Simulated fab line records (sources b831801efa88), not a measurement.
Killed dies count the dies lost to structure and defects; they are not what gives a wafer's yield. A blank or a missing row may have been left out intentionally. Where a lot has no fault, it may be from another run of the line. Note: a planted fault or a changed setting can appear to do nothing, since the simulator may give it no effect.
fab line records -- flow gf180mcu
[record] lots = 24, wafers = 72, lastDay = 35
route steps=602 shown HV_LDD@223 NSD@243 M2@376 M3@409 V4@477
lots untouched by any fault: they come from a run of this same line in which no faults occurred
startH: hours from the record's opening day to when the first of the lot's shown wafers began -- waitH: hours elapsed since this lot's preceding step -- " same as the row above -- L1.1+2: several wafers, shown together as one row -- - no value, or no start was given -- * or withheld: withheld -- < > ~ a bound
route shown NAME@n: names a module that has steps shown in the file, with the first one's number in the route -- usual: average and standard deviation across the fault-free wafers -- same: alike in all rows -- chamber/n: place in a boat -- sites: per-site readings -- _std_site: standard deviation of those values -- _edge_site: outer sites' mean less inner sites' -- radiusMm: how far each site lies from the wafer's centre -- mask NAME#n: copy n -- behind: the last tool/chamber to shape the wafer -- hold: reason for holding the lot/hours on hold/outcome of the hold -- device: whichever transistor did not switch (one of n, p or np) -- end of line: the route-end tests of the same wafers -- step lacking rows: just its recipe -- killed: dies that structure and defects cost at the first sort, which is not the same as the wafer's yield -- map: dies across one wafer; x = killed, . = not, _ = none there
set.NAME: the setting as run; set.NAME@STEP: as run at that earlier step -- model.NAME: the simulator's own value behind a step, which no gauge read
a sample of lots followed through the steps of the route, with each step as a table and each wafer as a row
services: from which hour (startH, from the record's first day; less than 0 if before it) a tool's chamber was out of use, for how many hours, and why
[[steps]]
[step GF_HV_LDD_OVL_MEAS_47]
[usual] HV_LDD_03_OVL = -0.8/1.4
lot.wafer,tool,chamber,startH,waitH,HV_LDD_03_OVL[nm]
L074.1,overlay-02,-,286.69,0.1,-0.1
L074.2,overlay-02,-,286.69,0.1,0.6
L074.3,overlay-02,-,286.69,0.1,0.3
L075.1,overlay-02,-,293.29,0.1,-3.7
L075.2,overlay-02,-,293.29,0.1,-1.3
L075.5,overlay-02,-,293.29,0.1,-0.6
L076.1,overlay-02,-,301.29,0.1,-1.2
L076.2,overlay-02,-,301.29,0.1,0.0
L076.3,overlay-02,-,301.29,0.1,0.0
L077.3,overlay-02,-,306.70,0.1,-2.5
L077.5,overlay-02,-,306.70,0.1,-3.5
L077.6,overlay-02,-,306.70,0.1,-0.1
L078.3,overlay-02,-,312.40,0.1,-3.4
L078.5,overlay-02,-,312.40,0.1,-3.9
L078.6,overlay-02,-,312.40,0.1,-2.0
L079.2,overlay-01,-,323.31,0.1,-1.4
L079.3,overlay-01,-,323.31,0.1,0.4
L079.5,overlay-01,-,323.31,0.1,-0.8
L080.1,overlay-02,-,333.30,0.1,-2.8
L080.3,overlay-02,-,333.30,0.1,-0.8
L080.4,overlay-02,-,333.30,0.1,-0.8
L081.1,overlay-02,-,342.74,0.1,0.4
L081.2,overlay-02,-,342.74,0.1,0.1
L081.3,overlay-02,-,342.74,0.1,3.0
L082.3,overlay-02,-,350.42,0.1,-1.5
L082.5,overlay-02,-,350.42,0.1,-0.6
L082.6,overlay-02,-,350.42,0.1,1.3
L083.2,overlay-02,-,356.85,0.1,1.3
L083.3,overlay-02,-,356.85,0.1,2.4
L083.5,overlay-02,-,356.85,0.1,-0.1
L084.2,overlay-02,-,363.95,0.1,-2.6
L084.3,overlay-02,-,363.95,0.1,-2.2
L084.5,overlay-02,-,363.95,0.1,-1.0
L085.1,overlay-02,-,367.44,0.1,0.0
L085.3,overlay-02,-,367.44,0.1,-2.1
L085.4,overlay-02,-,367.44,0.1,-0.8
L086.3,overlay-02,-,380.65,0.1,0.4
L086.5,overlay-02,-,380.65,0.1,-0.3
L086.6,overlay-02,-,380.65,0.1,-0.3
L087.1,overlay-02,-,388.29,0.1,-0.2
L087.2,overlay-02,-,388.29,0.1,-1.3
L087.3,overlay-02,-,388.29,0.1,-0.4
L088.1,overlay-01,-,398.60,0.1,0.7
L088.2,overlay-01,-,398.60,0.1,0.7
L088.6,overlay-01,-,398.60,0.1,2.0
L089.2,overlay-02,-,405.56,0.1,-2.6
L089.4,overlay-02,-,405.56,0.1,-3.4
L089.5,overlay-02,-,405.56,0.1,-2.1
L090.1,overlay-02,-,412.14,0.1,-0.1
L090.3,overlay-02,-,412.14,0.1,-0.2
L090.6,overlay-02,-,412.14,0.1,-1.1
L091.1,overlay-01,-,421.04,0.1,-0.6
L091.2,overlay-01,-,421.04,0.1,-0.5
L091.4,overlay-01,-,421.04,0.1,-0.9
L092.1,overlay-02,-,429.40,0.1,-2.4
L092.2,overlay-02,-,429.40,0.1,0.7
L092.4,overlay-02,-,429.40,0.1,0.1
L093.1,overlay-01,-,436.74,0.1,-0.8
L093.2,overlay-01,-,436.74,0.1,-0.5
L093.5,overlay-01,-,436.74,0.1,-0.8
L094.1,overlay-01,-,451.19,0.1,0.3
L094.4,overlay-01,-,451.19,0.1,1.2
L094.6,overlay-01,-,451.19,0.1,-1.7
L095.2,overlay-02,-,455.74,0.1,0.5
L095.4,overlay-02,-,455.74,0.1,-0.3
L095.6,overlay-02,-,455.74,0.1,-0.2
L096.2,overlay-02,-,462.69,0.1,-2.0
L096.3,overlay-02,-,462.69,0.1,-2.5
L096.5,overlay-02,-,462.69,0.1,-2.6
L097.2,overlay-02,-,468.94,0.1,-3.4
L097.3,overlay-02,-,468.94,0.1,-2.9
L097.6,overlay-02,-,468.94,0.1,-1.0
[step GF_NSD_OVL_MEAS_08]
[usual] NSD_OVL = 0.0/1.6
lot.wafer,tool,chamber,startH,waitH,NSD_OVL[nm]
L074.1,overlay-01,-,310.70,0.1,-0.1
L074.2,overlay-01,-,310.70,0.1,0.7
L074.3,overlay-01,-,310.70,0.1,0.0
L075.1,overlay-01,-,317.34,0.1,-1.4
L075.2,overlay-01,-,317.34,0.1,0.0
L075.5,overlay-01,-,317.34,0.1,-0.7
L076.1,overlay-02,-,325.75,0.1,-2.5
L076.2,overlay-02,-,325.75,0.1,-0.5
L076.3,overlay-02,-,325.75,0.1,-0.2
L077.3,overlay-01,-,331.42,0.1,1.5
L077.5,overlay-01,-,331.42,0.1,0.1
L077.6,overlay-01,-,331.42,0.1,3.4
L078.3,overlay-02,-,337.36,0.1,-1.5
L078.5,overlay-02,-,337.36,0.1,-2.2
L078.6,overlay-02,-,337.36,0.1,-2.6
L079.2,overlay-02,-,348.42,0.1,1.2
L079.3,overlay-02,-,348.42,0.1,1.3
L079.5,overlay-02,-,348.42,0.1,2.2
L080.1,overlay-01,-,360.60,0.1,1.9
L080.3,overlay-01,-,360.60,0.1,3.2
L080.4,overlay-01,-,360.60,0.1,0.7
L081.1,overlay-02,-,368.05,0.1,-3.1
L081.2,overlay-02,-,368.05,0.1,-2.0
L081.3,overlay-02,-,368.05,0.1,-1.8
L082.3,overlay-01,-,375.45,0.1,0.6
L082.5,overlay-01,-,375.45,0.1,-0.3
L082.6,overlay-01,-,375.45,0.1,-1.7
L083.2,overlay-02,-,382.35,0.1,-0.2
L083.3,overlay-02,-,382.35,0.1,-1.3
L083.5,overlay-02,-,382.35,0.1,0.5
L084.2,overlay-01,-,390.81,0.1,2.6
L084.3,overlay-01,-,390.81,0.1,0.0
L084.5,overlay-01,-,390.81,0.1,0.4
L085.1,overlay-01,-,393.90,0.1,-1.8
L085.3,overlay-01,-,393.90,0.1,-3.5
L085.4,overlay-01,-,393.90,0.1,-1.4
L086.3,overlay-02,-,408.51,0.1,-1.4
L086.5,overlay-02,-,408.51,0.1,2.2
L086.6,overlay-02,-,408.51,0.1,-1.0
L087.1,overlay-01,-,414.65,0.1,-1.5
L087.2,overlay-01,-,414.65,0.1,-0.9
L087.3,overlay-01,-,414.65,0.1,-1.0
L088.1,overlay-01,-,425.89,0.1,-0.1
L088.2,overlay-01,-,425.89,0.1,-0.4
L088.6,overlay-01,-,425.89,0.1,0.8
L089.2,overlay-01,-,432.74,0.1,2.4
L089.4,overlay-01,-,432.74,0.1,2.4
L089.5,overlay-01,-,432.74,0.1,1.0
L090.1,overlay-02,-,439.90,0.1,-2.5
L090.3,overlay-02,-,439.90,0.1,-1.5
L090.6,overlay-02,-,439.90,0.1,0.0
L091.1,overlay-01,-,448.94,0.1,0.3
L091.2,overlay-01,-,448.94,0.1,1.5
L091.4,overlay-01,-,448.94,0.1,0.2
L092.1,overlay-01,-,457.45,0.1,1.5
L092.2,overlay-01,-,457.45,0.1,3.8
L092.4,overlay-01,-,457.45,0.1,-0.5
L093.1,overlay-02,-,464.50,0.1,-1.6
L093.2,overlay-02,-,464.50,0.1,-0.9
L093.5,overlay-02,-,464.50,0.1,0.6
L094.1,overlay-02,-,479.55,0.1,-1.4
L094.4,overlay-02,-,479.55,0.1,-0.8
L094.6,overlay-02,-,479.55,0.1,-2.4
L095.2,overlay-01,-,483.49,0.1,0.1
L095.4,overlay-01,-,483.49,0.1,-2.5
L095.6,overlay-01,-,483.49,0.1,0.0
L096.2,overlay-01,-,490.76,0.1,-0.5
L096.3,overlay-01,-,490.76,0.1,1.8
L096.5,overlay-01,-,490.76,0.1,0.0
L097.2,overlay-02,-,496.33,0.1,0.8
L097.3,overlay-02,-,496.33,0.1,-0.1
L097.6,overlay-02,-,496.33,0.1,1.1
[step GF_M2_CD_MEAS_14]
[recipe] targetCdNm = 280
[usual] cdNm = 280.6/1.5
lot.wafer,tool,chamber,startH,waitH,cdNm
L074.1,cdSem-02,-,457.22,0.1,281.4
L074.2,cdSem-02,-,457.22,0.1,280.0
L074.3,cdSem-02,-,457.22,0.1,279.3
L075.1,cdSem-02,-,464.25,0.2,281.6
L075.2,cdSem-02,-,464.25,0.2,282.7
L075.5,cdSem-02,-,464.25,0.2,283.0
L076.1,cdSem-02,-,472.18,0.1,279.6
L076.2,cdSem-02,-,472.18,0.1,280.3
L076.3,cdSem-02,-,472.18,0.1,280.7
L077.3,cdSem-02,-,480.47,0.1,278.9
L077.5,cdSem-02,-,480.47,0.1,278.7
L077.6,cdSem-02,-,480.47,0.1,278.2
L078.3,cdSem-02,-,486.86,0.1,283.2
L078.5,cdSem-02,-,486.86,0.1,284.2
L078.6,cdSem-02,-,486.86,0.1,283.2
L079.2,cdSem-02,-,496.64,0.1,281.8
L079.3,cdSem-02,-,496.64,0.1,282.2
L079.5,cdSem-02,-,496.64,0.1,281.7
L080.1,cdSem-02,-,511.22,0.1,280.8
L080.3,cdSem-02,-,511.22,0.1,281.7
L080.4,cdSem-02,-,511.22,0.1,281.0
L081.1,cdSem-01,-,519.73,0.1,280.5
L081.2,cdSem-01,-,519.73,0.1,279.9
L081.3,cdSem-01,-,519.73,0.1,281.3
L082.3,cdSem-02,-,527.52,0.1,279.8
L082.5,cdSem-02,-,527.52,0.1,280.1
L082.6,cdSem-02,-,527.52,0.1,280.3
L083.2,cdSem-02,-,535.49,0.1,278.8
L083.3,cdSem-02,-,535.49,0.1,278.1
L083.5,cdSem-02,-,535.49,0.1,279.0
L084.2,cdSem-01,-,542.54,0.1,280.7
L084.3,cdSem-01,-,542.54,0.1,279.0
L084.5,cdSem-01,-,542.54,0.1,280.8
L085.1,cdSem-02,-,546.08,0.1,281.2
L085.3,cdSem-02,-,546.08,0.1,280.9
L085.4,cdSem-02,-,546.08,0.1,282.5
L086.3,cdSem-02,-,559.82,0.1,282.5
L086.5,cdSem-02,-,559.82,0.1,282.1
L086.6,cdSem-02,-,559.82,0.1,281.5
L087.1,cdSem-02,-,565.57,0.1,282.0
L087.2,cdSem-02,-,565.57,0.1,279.9
L087.3,cdSem-02,-,565.57,0.1,282.2
L088.1,cdSem-02,-,576.07,0.1,279.7
L088.2,cdSem-02,-,576.07,0.1,280.5
L088.6,cdSem-02,-,576.07,0.1,280.5
L089.2,cdSem-01,-,581.64,0.1,280.7
L089.4,cdSem-01,-,581.64,0.1,279.0
L089.5,cdSem-01,-,581.64,0.1,278.6
L090.1,cdSem-01,-,587.52,0.1,281.9
L090.3,cdSem-01,-,587.52,0.1,280.7
L090.6,cdSem-01,-,587.52,0.1,281.5
L091.1,cdSem-01,-,595.71,0.2,279.4
L091.2,cdSem-01,-,595.71,0.2,278.9
L091.4,cdSem-01,-,595.71,0.2,279.2
L092.1,cdSem-01,-,603.94,0.2,280.7
L092.2,cdSem-01,-,603.94,0.2,281.7
L092.4,cdSem-01,-,603.94,0.2,281.9
L093.1,cdSem-01,-,609.22,0.1,279.4
L093.2,cdSem-01,-,609.22,0.1,280.5
L093.5,cdSem-01,-,609.22,0.1,278.6
L094.1,cdSem-01,-,623.22,0.1,282.8
L094.4,cdSem-01,-,623.22,0.1,281.9
L094.6,cdSem-01,-,623.22,0.1,282.1
L095.2,cdSem-01,-,626.11,0.2,282.0
L095.4,cdSem-01,-,626.11,0.2,281.2
L095.6,cdSem-01,-,626.11,0.2,282.8
L096.2,cdSem-02,-,632.44,0.1,280.8
L096.3,cdSem-02,-,632.44,0.1,280.4
L096.5,cdSem-02,-,632.44,0.1,280.4
L097.2,cdSem-02,-,637.64,0.1,280.1
L097.3,cdSem-02,-,637.64,0.1,280.0
L097.6,cdSem-02,-,637.64,0.1,279.3
[step GF_M3_SPUTTER_00]
[recipe] material = Ti, targetThkNm = 37.5, arrivingIonEnergyEv = 80, substrateTempC = 200, chamberPressurePa = 2, powerW = 4000, timeS = 150
[usual] throttleValvePct = 29.7/1.1
lot.wafer,tool,chamber,startH,waitH,throttleValvePct
L074.1,pvdSputter-03,-,484.38,0.2,29.7
L074.2,pvdSputter-03,-,484.38,0.2,27.5
L074.3,pvdSputter-03,-,484.38,0.2,29.6
L075.1,pvdSputter-02,-,491.88,0.1,30.9
L075.2,pvdSputter-02,-,491.88,0.1,31.6
L075.5,pvdSputter-02,-,491.88,0.1,28.5
L076.1,pvdSputter-04,-,499.83,0.1,30.3
L076.2,pvdSputter-04,-,499.83,0.1,29.7
L076.3,pvdSputter-04,-,499.83,0.1,28.6
L077.3,pvdSputter-03,-,507.49,0.2,27.7
L077.5,pvdSputter-03,-,507.49,0.2,30.0
L077.6,pvdSputter-03,-,507.49,0.2,29.9
L078.3,pvdSputter-04,-,514.29,0.2,29.7
L078.5,pvdSputter-04,-,514.29,0.2,29.9
L078.6,pvdSputter-04,-,514.29,0.2,29.4
L079.2,pvdSputter-03,-,523.43,0.1,29.6
L079.3,pvdSputter-03,-,523.43,0.1,30.6
L079.5,pvdSputter-03,-,523.43,0.1,30.4
L080.1,pvdSputter-03,-,537.34,0.1,29.6
L080.3,pvdSputter-03,-,537.34,0.1,29.6
L080.4,pvdSputter-03,-,537.34,0.1,30.2
L081.1,pvdSputter-02,-,545.14,0.2,29.3
L081.2,pvdSputter-02,-,545.14,0.2,28.6
L081.3,pvdSputter-02,-,545.14,0.2,31.0
L082.3,pvdSputter-03,-,553.49,0.1,29.4
L082.5,pvdSputter-03,-,553.49,0.1,29.9
L082.6,pvdSputter-03,-,553.49,0.1,27.8
L083.2,pvdSputter-02,-,561.29,0.1,30.6
L083.3,pvdSputter-02,-,561.29,0.1,28.6
L083.5,pvdSputter-02,-,561.29,0.1,28.9
L084.2,pvdSputter-03,-,568.33,0.1,29.3
L084.3,pvdSputter-03,-,568.33,0.1,29.6
L084.5,pvdSputter-03,-,568.33,0.1,29.5
L085.1,pvdSputter-04,-,571.54,0.2,29.6
L085.3,pvdSputter-04,-,571.54,0.2,28.8
L085.4,pvdSputter-04,-,571.54,0.2,31.3
L086.3,pvdSputter-04,-,583.96,0.1,31.4
L086.5,pvdSputter-04,-,583.96,0.1,30.0
L086.6,pvdSputter-04,-,583.96,0.1,31.5
L087.1,pvdSputter-03,-,591.25,0.1,27.7
L087.2,pvdSputter-03,-,591.25,0.1,30.7
L087.3,pvdSputter-03,-,591.25,0.1,29.9
L088.1,pvdSputter-04,-,600.44,0.2,30.2
L088.2,pvdSputter-04,-,600.44,0.2,28.7
L088.6,pvdSputter-04,-,600.44,0.2,31.1
L089.2,pvdSputter-03,-,606.19,0.1,30.3
L089.4,pvdSputter-03,-,606.19,0.1,29.5
L089.5,pvdSputter-03,-,606.19,0.1,29.9
L090.1,pvdSputter-04,-,612.68,0.2,30.2
L090.3,pvdSputter-04,-,612.68,0.2,29.9
L090.6,pvdSputter-04,-,612.68,0.2,31.4
L091.1,pvdSputter-03,-,620.11,0.2,29.8
L091.2,pvdSputter-03,-,620.11,0.2,27.5
L091.4,pvdSputter-03,-,620.11,0.2,30.4
L092.1,pvdSputter-03,-,628.29,0.2,29.3
L092.2,pvdSputter-03,-,628.29,0.2,30.5
L092.4,pvdSputter-03,-,628.29,0.2,27.8
L093.1,pvdSputter-03,-,633.25,0.1,30.5
L093.2,pvdSputter-03,-,633.25,0.1,29.2
L093.5,pvdSputter-03,-,633.25,0.1,27.5
L094.1,pvdSputter-02,-,646.24,0.2,30.8
L094.4,pvdSputter-02,-,646.24,0.2,29.2
L094.6,pvdSputter-02,-,646.24,0.2,32.1
L095.2,pvdSputter-04,-,650.12,0.1,29.9
L095.4,pvdSputter-04,-,650.12,0.1,28.6
L095.6,pvdSputter-04,-,650.12,0.1,29.7
L096.2,pvdSputter-03,-,656.28,0.1,29.5
L096.3,pvdSputter-03,-,656.28,0.1,30.5
L096.5,pvdSputter-03,-,656.28,0.1,29.9
L097.2,pvdSputter-03,-,660.06,0.2,30.6
L097.3,pvdSputter-03,-,660.06,0.2,29.5
L097.6,pvdSputter-03,-,660.06,0.2,27.7
[step GF_M3_STRIP_17]
[recipe] chemistry = O2/N2, powerW = 1400, pressureMtorr = 1500, platenTempC = 250, o2FlowSccm = 3000, n2FlowSccm = 300, overashFraction = 0.5
[usual] drypumpMotorCurrentA = 5.53/0.15, heaterPowerW = 325/35, oesProductAu = 0.557/0.0049, stripTimeToEndpointS = 7.87/0.035
lot.wafer,tool,chamber,startH,waitH,drypumpMotorCurrentA,heaterPowerW,oesProductAu,rfHoursCounterH,stripTimeToEndpointS
L074.1,plasmaAsher-03,0,508.65,0.1,5.71,330,0.555,67,7.87
L074.2,plasmaAsher-03,1,508.65,0.1,5.54,281,0.567,67,7.90
L074.3,plasmaAsher-03,0,508.65,0.1,5.69,324,0.556,-,7.92
L075.1,plasmaAsher-04,1,516.19,0.1,5.50,337,0.564,43,7.85
L075.2,plasmaAsher-04,0,516.19,0.1,5.63,300,0.551,43,7.89
L075.5,plasmaAsher-04,1,516.19,0.1,5.50,322,0.553,-,7.90
L076.1,plasmaAsher-03,0,523.49,0.1,5.70,334,0.566,68,7.88
L076.2,plasmaAsher-03,1,523.49,0.1,5.53,282,0.567,68,7.88
L076.3,plasmaAsher-03,1,523.49,0.1,5.52,278,0.558,-,7.86
L077.3,plasmaAsher-03,1,531.88,0.1,5.52,280,0.558,-,7.87
L077.5,plasmaAsher-03,1,531.88,0.1,5.53,277,0.554,-,7.90
L077.6,plasmaAsher-03,0,531.88,0.1,5.70,327,0.552,-,7.88
L078.3,plasmaAsher-04,0,538.33,0.1,5.65,295,0.557,-,7.82
L078.5,plasmaAsher-04,0,538.33,0.1,5.63,309,0.557,-,7.87
L078.6,plasmaAsher-04,1,538.33,0.1,5.51,332,0.555,-,7.88
L079.2,plasmaAsher-04,1,547.29,0.1,5.46,338,0.557,46,7.85
L079.3,plasmaAsher-04,1,547.29,0.1,5.50,322,0.555,-,7.91
L079.5,plasmaAsher-04,0,547.29,0.1,5.62,309,0.558,-,7.89
L080.1,plasmaAsher-04,0,560.80,0.1,5.59,302,0.560,48,7.88
L080.3,plasmaAsher-04,0,560.80,0.1,5.63,300,0.561,-,7.88
L080.4,plasmaAsher-04,1,560.80,0.1,5.52,340,0.559,-,7.86
L081.1,plasmaAsher-01,1,568.18,0.1,5.26,329,0.561,96,7.91
L081.2,plasmaAsher-01,0,568.18,0.1,5.55,392,0.562,96,7.95
L081.3,plasmaAsher-01,1,568.18,0.1,5.27,320,0.554,-,7.86
L082.3,plasmaAsher-03,0,576.41,0.1,5.73,322,0.558,-,7.87
L082.5,plasmaAsher-03,0,576.41,0.1,5.70,327,0.553,-,7.80
L082.6,plasmaAsher-03,1,576.41,0.1,5.57,282,0.557,-,7.86
L083.2,plasmaAsher-03,1,582.88,0.1,5.52,281,0.555,75,7.92
L083.3,plasmaAsher-03,1,582.88,0.1,5.57,270,0.556,-,7.95
L083.5,plasmaAsher-03,0,582.88,0.1,5.74,327,0.564,-,7.93
L084.2,plasmaAsher-03,1,591.30,0.1,5.51,278,0.550,76,7.83
L084.3,plasmaAsher-03,0,591.30,0.1,5.70,334,0.550,-,7.85
L084.5,plasmaAsher-03,1,591.30,0.1,5.55,284,0.557,-,7.85
L085.1,plasmaAsher-01,1,593.71,0.2,5.25,335,0.563,99,7.89
L085.3,plasmaAsher-01,0,593.71,0.2,5.58,383,0.551,-,7.86
L085.4,plasmaAsher-01,1,593.71,0.2,5.25,341,0.550,-,7.82
L086.3,plasmaAsher-01,1,606.47,0.1,5.26,334,0.546,-,7.87
L086.5,plasmaAsher-01,1,606.47,0.1,5.26,330,0.555,-,7.82
L086.6,plasmaAsher-01,0,606.47,0.1,5.56,382,0.557,-,7.86
L087.1,plasmaAsher-01,1,613.63,0.1,5.26,337,0.562,102,7.87
L087.2,plasmaAsher-01,0,613.63,0.1,5.59,383,0.562,102,7.92
L087.3,plasmaAsher-01,1,613.63,0.1,5.26,340,0.552,-,7.88
L088.1,plasmaAsher-01,0,622.05,0.2,5.56,381,0.558,103,7.84
L088.2,plasmaAsher-01,1,622.05,0.2,5.23,330,0.562,103,7.86
L088.6,plasmaAsher-01,1,622.05,0.2,5.25,325,0.549,-,7.84
L089.2,plasmaAsher-01,0,627.27,0.1,5.60,386,0.557,104,7.92
L089.4,plasmaAsher-01,1,627.27,0.1,5.26,324,0.563,-,7.94
L089.5,plasmaAsher-01,0,627.27,0.1,5.59,374,0.558,-,7.93
L090.1,plasmaAsher-03,0,633.84,0.1,5.70,331,0.550,82,7.87
L090.3,plasmaAsher-03,1,633.84,0.1,5.51,274,0.565,-,7.88
L090.6,plasmaAsher-03,0,633.84,0.1,5.71,332,0.560,-,7.88
L091.1,plasmaAsher-01,1,640.99,0.1,5.27,335,0.553,105,7.85
L091.2,plasmaAsher-01,0,640.99,0.1,5.60,388,0.552,105,7.88
L091.4,plasmaAsher-01,0,640.99,0.1,5.58,376,0.559,-,7.92
L092.1,plasmaAsher-01,1,649.35,0.1,5.28,324,0.561,106,7.86
L092.2,plasmaAsher-01,0,649.35,0.1,5.55,387,0.559,106,7.84
L092.4,plasmaAsher-01,0,649.35,0.1,5.58,383,0.557,-,7.84
L093.1,plasmaAsher-01,0,654.29,0.1,5.54,378,0.557,107,7.86
L093.2,plasmaAsher-01,1,654.29,0.1,5.28,332,0.554,107,7.85
L093.5,plasmaAsher-01,1,654.29,0.1,5.27,329,0.559,-,7.83
L094.1,plasmaAsher-03,1,666.58,0.1,5.52,277,0.561,85,7.89
L094.4,plasmaAsher-03,1,666.58,0.1,5.56,283,0.550,-,7.85
L094.6,plasmaAsher-03,1,666.58,0.1,5.54,272,0.554,-,7.85
L095.2,plasmaAsher-03,0,670.43,0.2,5.72,328,0.563,86,7.85
L095.4,plasmaAsher-03,0,670.43,0.2,5.74,335,0.552,-,7.78
L095.6,plasmaAsher-03,1,670.43,0.2,5.52,280,0.558,-,7.83
L096.2,plasmaAsher-03,0,675.99,0.1,5.73,336,0.564,87,7.86
L096.3,plasmaAsher-03,0,675.99,0.1,5.72,329,0.557,-,7.83
L096.5,plasmaAsher-03,1,675.99,0.1,5.52,277,0.560,-,7.84
L097.2,plasmaAsher-03,1,680.29,0.1,5.50,274,0.558,87,7.82
L097.3,plasmaAsher-03,0,680.29,0.1,5.70,322,0.555,-,7.80
L097.6,plasmaAsher-03,1,680.29,0.1,5.50,283,0.562,-,7.83
[step GF_V4_THK_MEAS_01]
[recipe] reads = SiO2_of_V4_CVD_00
[usual] V4_CVD_00_THK = 598/4.8
lot.wafer,tool,chamber,startH,waitH,V4_CVD_00_THK[nm]
L074.1,filmMetro-02,-,558.80,0.0,598
L074.2,filmMetro-02,-,558.80,0.0,595
L074.3,filmMetro-02,-,558.80,0.0,599
L075.1,filmMetro-02,-,566.09,0.0,590
L075.2,filmMetro-02,-,566.09,0.0,591
L075.5,filmMetro-02,-,566.09,0.0,595
L076.1,filmMetro-02,-,572.42,0.0,604
L076.2,filmMetro-02,-,572.42,0.0,610
L076.3,filmMetro-02,-,572.42,0.0,602
L077.3,filmMetro-02,-,580.76,0.1,596
L077.5,filmMetro-02,-,580.76,0.1,601
L077.6,filmMetro-02,-,580.76,0.1,593
L078.3,filmMetro-04,-,586.41,0.1,599
L078.5,filmMetro-04,-,586.41,0.1,599
L078.6,filmMetro-04,-,586.41,0.1,602
L079.2,filmMetro-02,-,595.13,0.0,596
L079.3,filmMetro-02,-,595.13,0.0,596
L079.5,filmMetro-02,-,595.13,0.0,601
L080.1,filmMetro-01,-,609.64,0.0,598
L080.3,filmMetro-01,-,609.64,0.0,594
L080.4,filmMetro-01,-,609.64,0.0,594
L081.1,filmMetro-01,-,614.84,0.0,599
L081.2,filmMetro-01,-,614.84,0.0,599
L081.3,filmMetro-01,-,614.84,0.0,601
L082.3,filmMetro-02,-,622.98,0.1,596
L082.5,filmMetro-02,-,622.98,0.1,593
L082.6,filmMetro-02,-,622.98,0.1,592
L083.2,filmMetro-04,-,629.58,0.0,600
L083.3,filmMetro-04,-,629.58,0.0,599
L083.5,filmMetro-04,-,629.58,0.0,604
L084.2,filmMetro-04,-,637.61,0.0,595
L084.3,filmMetro-04,-,637.61,0.0,598
L084.5,filmMetro-04,-,637.61,0.0,608
L085.1,filmMetro-04,-,640.00,0.0,597
L085.3,filmMetro-04,-,640.00,0.0,598
L085.4,filmMetro-04,-,640.00,0.0,603
L086.3,filmMetro-02,-,651.97,0.1,591
L086.5,filmMetro-02,-,651.97,0.1,601
L086.6,filmMetro-02,-,651.97,0.1,593
L087.1,filmMetro-01,-,658.74,0.0,598
L087.2,filmMetro-01,-,658.74,0.0,595
L087.3,filmMetro-01,-,658.74,0.0,598
L088.1,filmMetro-04,-,665.79,0.0,600
L088.2,filmMetro-04,-,665.79,0.0,592
L088.6,filmMetro-04,-,665.79,0.0,594
L089.2,filmMetro-02,-,671.42,0.0,593
L089.4,filmMetro-02,-,671.42,0.0,598
L089.5,filmMetro-02,-,671.42,0.0,592
L090.1,filmMetro-04,-,678.35,0.0,598
L090.3,filmMetro-04,-,678.35,0.0,593
L090.6,filmMetro-04,-,678.35,0.0,602
L091.1,filmMetro-01,-,683.99,0.0,595
L091.2,filmMetro-01,-,683.99,0.0,595
L091.4,filmMetro-01,-,683.99,0.0,598
L092.1,filmMetro-01,-,692.62,0.0,605
L092.2,filmMetro-01,-,692.62,0.0,598
L092.4,filmMetro-01,-,692.62,0.0,606
L093.1,filmMetro-01,-,697.26,0.0,596
L093.2,filmMetro-01,-,697.26,0.0,590
L093.5,filmMetro-01,-,697.26,0.0,597
L094.1,filmMetro-01,-,708.29,0.0,594
L094.4,filmMetro-01,-,708.29,0.0,599
L094.6,filmMetro-01,-,708.29,0.0,597
L095.2,filmMetro-01,-,712.55,0.0,593
L095.4,filmMetro-01,-,712.55,0.0,592
L095.6,filmMetro-01,-,712.55,0.0,597
L096.2,filmMetro-01,-,718.26,0.0,601
L096.3,filmMetro-01,-,718.26,0.0,607
L096.5,filmMetro-01,-,718.26,0.0,597
L097.2,filmMetro-01,-,722.41,0.0,602
L097.3,filmMetro-01,-,722.41,0.0,599
L097.6,filmMetro-01,-,722.41,0.0,594
[[services]]
tool,chamber,startH,hours,kind
pvdSputter-04,-,460.83,8.7,repair
pvdSputter-04,-,463.06,0.8,repair
plasmaAsher-03,-,505.52,0.7,repair
plasmaAsher-01,-,528.02,4.3,repair
pvdSputter-02,0,538.17,-,consumableReplace:kit
pvdSputter-02,0,538.17,18.0,scheduledDown
pvdSputter-02,0,538.17,18.0,ventCycle
plasmaAsher-04,-,580.19,28.1,pm
pvdSputter-03,3,600.36,-,consumableReplace:kit
pvdSputter-03,3,600.36,18.0,scheduledDown
pvdSputter-03,3,600.36,18.0,ventCycle
pvdSputter-03,-,608.42,0.7,repair
pvdSputter-04,-,624.03,2.1,repair
plasmaAsher-04,-,626.10,16.2,repair
plasmaAsher-04,-,629.58,0.8,repair
plasmaAsher-01,-,662.67,14.6,pm
pvdSputter-02,-,671.14,1.7,repair
pvdSputter-02,3,674.19,-,consumableReplace:kit
pvdSputter-02,3,674.19,18.0,scheduledDown
pvdSputter-02,3,674.19,18.0,ventCycle
[[key]]
fault none
